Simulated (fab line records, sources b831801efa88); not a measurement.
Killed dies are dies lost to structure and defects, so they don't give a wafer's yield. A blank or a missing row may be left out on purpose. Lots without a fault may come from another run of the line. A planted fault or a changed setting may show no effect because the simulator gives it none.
Chamber matching | flow gf180mcu | GF_V2_ETCH_16 on rie_diel-04: 4 sister chambers
The step etches BARC in N2/H2. 8 wafers are shown with their chamber, then 10 later ones without.

WAFERS WITH THEIR CHAMBER
wafer  | chamber | drypump_motor_current_A (A) | throttle_valve_pct (%)
L084.5 | 0       | 5.4                         | 13.236
L085.4 | 1       | 5.7                         | 13.229
L085.6 | 3       | 6.6                         | 13.234
L089.2 | 3       | 6.5                         | 13.239
L089.3 | 2       | 5.9                         | 13.250
L089.4 | 1       | 5.7                         | 13.210
L090.3 | 0       | 5.4                         | 13.211
L090.4 | 2       | 5.9                         | 13.217

WAFERS WITHOUT THEIR CHAMBER
wafer  | drypump_motor_current_A (A) | throttle_valve_pct (%)
L090.5 | 6.6                         | 13.240
L091.1 | 6.6                         | 13.218
L091.2 | 5.4                         | 13.218
L091.4 | 5.7                         | 13.231
L096.3 | 5.4                         | 13.218
L096.4 | 5.7                         | 13.222
L096.6 | 5.8                         | 13.212
L097.1 | 5.4                         | 13.228
L097.3 | 5.7                         | 13.215
L097.4 | 6.0                         | 13.220

WHICH CHAMBER EACH WENT THROUGH
wafer  | from the rows above     | in truth
L090.5 | 3                       | 3
L091.1 | 3                       | 3
L091.2 | 0                       | 0
L091.4 | 1                       | 1
L096.3 | 0                       | 0
L096.4 | 1                       | 1
L096.6 | can't be placed: 1 or 2 | 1
L097.1 | 0                       | 0
L097.3 | 1                       | 1
L097.4 | 2                       | 2
Placed correctly: 9 of 10. Can't be placed from these rows: 1 (the true chamber is among the candidates in 1). Placed wrongly: 0.
How it was worked out, from the rows above alone: a wafer's distance from a chamber is the root of the sum, over the readings, of the square of ((its reading less the chamber's mean) divided by the reading's scatter). The wafer belongs to the nearest chamber; if the next one is less than 2 further off, it can't be placed. A chamber's mean is the mean of its shown wafers. The scatter: the root of (the sum of the squares of (reading less its chamber's mean) over the shown wafers, divided by (wafers less chambers)).
